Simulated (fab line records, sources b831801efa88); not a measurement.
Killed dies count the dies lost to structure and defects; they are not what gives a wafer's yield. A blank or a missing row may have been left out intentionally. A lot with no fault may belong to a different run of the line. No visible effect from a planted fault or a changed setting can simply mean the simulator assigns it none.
Comparing a struck lot with a sound one ; flow sky130 ; 16 out of 708 route steps
Sound: wafers L180.1, L180.2, L180.3. Wafers struck: L184.4, L184.5, L184.6. The cause is named last.
Per side, at each step with rows, come the tool, then ch with its chambers, and then its first start. Under that, the readings that differ: sound wafers ; struck wafers ; difference of the means ; sigmas: that difference in standard deviations of wafers without a fault.
alike: readings with means less than 2 such deviations apart, plus words and numbers identical on both sides. not compared: withheld readings, readings lacking a value on some wafer, bounds such as >300 that could conceal the same value, and numbers that have no deviation in the record and whose values overlap.
Wherever a step has rows on one side only, a row that says differs or no value, or a row with sigmas, the two part there. When numbers do not overlap yet have no deviation, they are printed without sigmas and do not part them. Lack of a reading on every wafer of one side parts them only where that side has two or more wafers.

SKY_VIA2_CMP_02: polishes SiO2.
  sound on cmp-02 ch 1,2,3, day 38 12:31; struck on cmp-01 ch 0,2,3, day 39 22:21
  alike: motorCurrentA, slurryFlowMlMin
SKY_VIA2_BOW_MEAS_03:
  sound on filmMetro-04, day 38 12:46; struck on filmMetro-04, day 39 22:37
  alike: VIA2_BOW
then, 8 steps without rows for these wafers: SKY_VIA2_DEHYDRATE_04 (time 60 s); SKY_VIA2_HMDS_05 (prime time 60 s); SKY_VIA2_COAT_06 (resist thk 60 nm); SKY_VIA2_COAT_07 (resist thk 450 nm); SKY_VIA2_SOFTBAKE_08 (time 90 s); SKY_VIA2_EXPOSE_09 (exposes mask VIM2, target cd 200 nm); SKY_VIA2_PEB_10; SKY_VIA2_DEVELOP_11 (develop time 60 s).
SKY_VIA2_CD_MEAS_12 targets a cd of 200 nm.
  sound on cdSem-02, day 39 13:37; struck on cdSem-01, day 40 22:49
  alike: cdNm
SKY_VIA2_OVL_MEAS_13:
  sound on overlay-02, day 39 13:44; struck on overlay-01, day 40 22:53
reading;sound;struck;difference;sigmas
VIA2_OVL (nm);8 7 11;-5 2 -1;-10;-2
SKY_VIA2_ETCH_14: etches BARC in N2/H2, stops on SiO2, time 45.9 s, target depth 60 nm.
  sound on rieDiel-04 ch 1,2,3, day 39 13:46; struck on rieDiel-04 ch 0,2,3, day 40 22:54
reading;sound;struck;difference;sigmas
oesProductAu (a.u.);0.863 0.861 0.855;1.001 1.004 1.009;+0.145;+30
runLengthS (s);75.5 74.5 74.4;47.1 47.4 47.2;-27.6;-75
model.etch.depthNm (nm);60.03 59.91 59.89;31.39 31.79 32.54;-28.04;
model.KrF-thick_of_VIA2_COAT_07.thkNm (nm);390.9 392.4 390.2;419.7 419.4 420.2;+28.6;
model.VIA2.cdNm (nm);199.5 198.6 197.4;195.2 195.3 193.9;-3.7;
  alike: drypumpMotorCurrentA, h2FlowSccm, throttleValvePct
  not compared: rfHoursCounterH
SKY_VIA2_ETCH_15: etches SiO2 in C4F8/O2/Ar, stops on TiN, target depth 546 nm, time 84 s.
  sound on rieDiel-04 ch 1,2,3, day 39 13:49; struck on rieDiel-04 ch 0,2,3, day 40 22:57
reading;sound;struck;difference;sigmas
oesProductAu (a.u.);0.940 0.936 0.935;0.380 0.377 0.374;-0.560;-99 or more
model.KrF-thick_of_VIA2_COAT_07.thkNm (nm);279.9 284.9 278.9;312.7 309.7 308.1;+28.9;
  alike: runLengthS
  not compared: rfHoursCounterH, model.VIA2.cdNm
SKY_VIA2_STRIP_16: strips in O2/N2.
  sound on plasmaAsher-01 ch 0,1, day 39 13:52; struck on plasmaAsher-02 ch 0,1, day 40 23:02
reading;sound;struck;difference;sigmas
oesProductAu (a.u.);0.399 0.398 0.395;0.413 0.409 0.410;+0.013;+3
stripTimeToEndpointS (s);4.000 4.064 3.995;4.363 4.326 4.328;+0.319;+12
  alike: drypumpMotorCurrentA
  not compared: rfHoursCounterH
then, 1 step without rows for these wafers: SKY_VIA2_STRIP_17 (strips in post etch residue remover, time 1200 s).

WHERE THEY PART
First at SKY_VIA2_OVL_MEAS_13; last, within this record, at SKY_VIA2_STRIP_16.

WHY: the cause the simulator had injected
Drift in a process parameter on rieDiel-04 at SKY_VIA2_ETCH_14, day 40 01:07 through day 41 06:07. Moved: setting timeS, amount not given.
